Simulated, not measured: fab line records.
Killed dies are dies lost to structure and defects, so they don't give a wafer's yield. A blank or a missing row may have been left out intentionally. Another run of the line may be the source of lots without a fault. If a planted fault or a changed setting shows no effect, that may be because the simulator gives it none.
Which of the tools did it?    flow gf180mcu    14 lots with 42 wafers sampled at 3 steps, on a route of 602 steps

WHAT THE GAUGES SHOWED, per wafer
GF_SALICIDE_RS_MEAS_04: measures by four-point-probe.
lot   measured      on            SALICIDE_TIN_RS (ohm/sq)
L775  day 15 03:44  filmMetro-02  15.6 15.6 15.6
L777  day 15 19:39  filmMetro-03  16.2 16.2 16.2
L779  day 16 15:57  filmMetro-02  16.3 16.1 15.9
L780  day 16 23:11  filmMetro-03  16.4 15.8 16.5
L781  day 17 05:31  filmMetro-04  16.0 15.5 15.5
L782  day 17 15:08  filmMetro-04  16.7 16.0 16.4
L783  day 18 01:10  filmMetro-02  16.3 16.3 16.2
L784  day 18 09:55  filmMetro-02  16.4 15.9 16.5
L786  day 19 10:08  filmMetro-04  16.3 15.8 15.6
L789  day 20 19:20  filmMetro-02  15.7 15.8 15.7
L788  day 20 21:36  filmMetro-04  15.9 16.0 16.2

EACH LOT AND THE TOOL THAT RAN IT (in order: tool; ch and the chambers of the sampled wafers; start)
lot   GF_NWELL_STRIP_10                   GF_DUAL_GATE_WET_ETCH_12
L775  plasmaAsher-04 ch 0,1, day 3 09:25  wetBench-03 ch 1, day 8 07:43
L777  plasmaAsher-02 ch 0,1, day 3 19:23  wetBench-02 ch 0, day 8 20:43
L779  plasmaAsher-03 ch 0,1, day 4 09:08  wetBench-02 ch 2, day 9 14:17
L780  plasmaAsher-02 ch 0,1, day 4 12:05  wetBench-02 ch 2, day 9 17:58
L781  plasmaAsher-04 ch 0,1, day 4 15:47  wetBench-02 ch 3, day 9 21:35
L782  plasmaAsher-04 ch 0,1, day 4 22:23  wetBench-02 ch 0, day 10 06:02
L783  plasmaAsher-02 ch 0,1, day 5 04:11  wetBench-02 ch 2, day 10 15:58
L784  plasmaAsher-04 ch 0,1, day 5 07:19  wetBench-04 ch 3, day 10 21:44
L786  plasmaAsher-02 ch 0,1, day 5 21:44  wetBench-03 ch 3, day 11 16:59
L789  plasmaAsher-02 ch 0,1, day 6 18:38  wetBench-03 ch 1, day 12 18:43
L788  plasmaAsher-04 ch 0,1, day 6 18:50  wetBench-03 ch 1, day 12 19:37
L790  plasmaAsher-03 ch 0,1, day 7 01:41  wetBench-02 ch 2, day 13 01:40
L791  plasmaAsher-03 ch 0,1, day 7 04:35  wetBench-03 ch 3, day 13 08:52
L792  plasmaAsher-02 ch 0,1, day 7 12:41  wetBench-03 ch 2, day 13 19:23
- GF_NWELL_STRIP_10: strips in O2/N2.
- GF_DUAL_GATE_WET_ETCH_12: etches SiO2 in dHF, target depth 13 nm, time 260 s.

WHAT THE TOOLS THEMSELVES READ (means of the sampled wafers that have a number; where no wafer has one, the mark that the record gives instead)
GF_NWELL_STRIP_10.
lot   tool            drypumpMotorCurrentA (A)  heaterPowerW (W)  oesProductAu (a.u.)  stripTimeToEndpointS (s)
L775  plasmaAsher-04  5.76                      368               0.719                37.30
L777  plasmaAsher-02  5.58                      297               0.717                37.24
L779  plasmaAsher-03  6.05                      353               0.721                36.90
L780  plasmaAsher-02  5.55                      297               0.723                36.95
L781  plasmaAsher-04  5.60                      366               0.724                37.23
L782  plasmaAsher-04  5.77                      368               0.721                37.02
L783  plasmaAsher-02  5.58                      326               0.721                37.12
L784  plasmaAsher-04  5.77                      368               0.719                37.12
L786  plasmaAsher-02  5.56                      293               0.721                37.00
L789  plasmaAsher-02  5.59                      325               0.718                36.98
L788  plasmaAsher-04  5.79                      360               0.718                37.02
L790  plasmaAsher-03  5.77                      354               0.721                37.08
L791  plasmaAsher-03  5.76                      358               0.720                36.90
L792  plasmaAsher-02  5.56                      296               0.722                37.02

GF_DUAL_GATE_WET_ETCH_12.
lot   tool         bathHeatDutyPct (%)  runLengthS (s)
L775  wetBench-03  6.5                  285
L777  wetBench-02  6.9                  285
L779  wetBench-02  5.5                  286
L780  wetBench-02  5.1                  294
L781  wetBench-02  6.4                  293
L782  wetBench-02  6.2                  284
L783  wetBench-02  5.3                  286
L784  wetBench-04  6.5                  285
L786  wetBench-03  5.2                  284
L789  wetBench-03  6.4                  285
L788  wetBench-03  6.6                  285
L790  wetBench-02  -                    -
L791  wetBench-03  -                    -
L792  wetBench-03  -                    -

THE ANSWER, worked out from the rows above alone
Rule: what is usual is taken from the lots themselves. Put in order of their means at a reading, lots are off if they are a third of the lots or fewer, leave a main group of 4 or more, and stand apart from it by a gap of 3 or more times the standard deviation of the main group's means; of several such gaps the widest counts. A main group whose means are all the same, to the digits that the tables above print for the reading, isn't used. Also off: a lot with no number at a reading for which 4 or more lots have one. The other lots that the step has rows for count as sound. First the gauges in route order, then the tools' own readings, where a lot's mean is used as printed above. The first step at which some lot is off is used, and at that step the reading that is off furthest; a lot without a number counts as furthest.
Off, at GF_DUAL_GATE_WET_ETCH_12 on bathHeatDutyPct: L790, L791, L792. Without a number there: L790, L791, L792. For the main group the mean is 6.1 % and the standard deviation 0.62.
If a tool, at that step or one of the process steps before it, ran each lot that is off and ran no sound lot following the first of them, it fits. Of those tried, none fits.

WHAT THE SIMULATOR HAD INSERTED
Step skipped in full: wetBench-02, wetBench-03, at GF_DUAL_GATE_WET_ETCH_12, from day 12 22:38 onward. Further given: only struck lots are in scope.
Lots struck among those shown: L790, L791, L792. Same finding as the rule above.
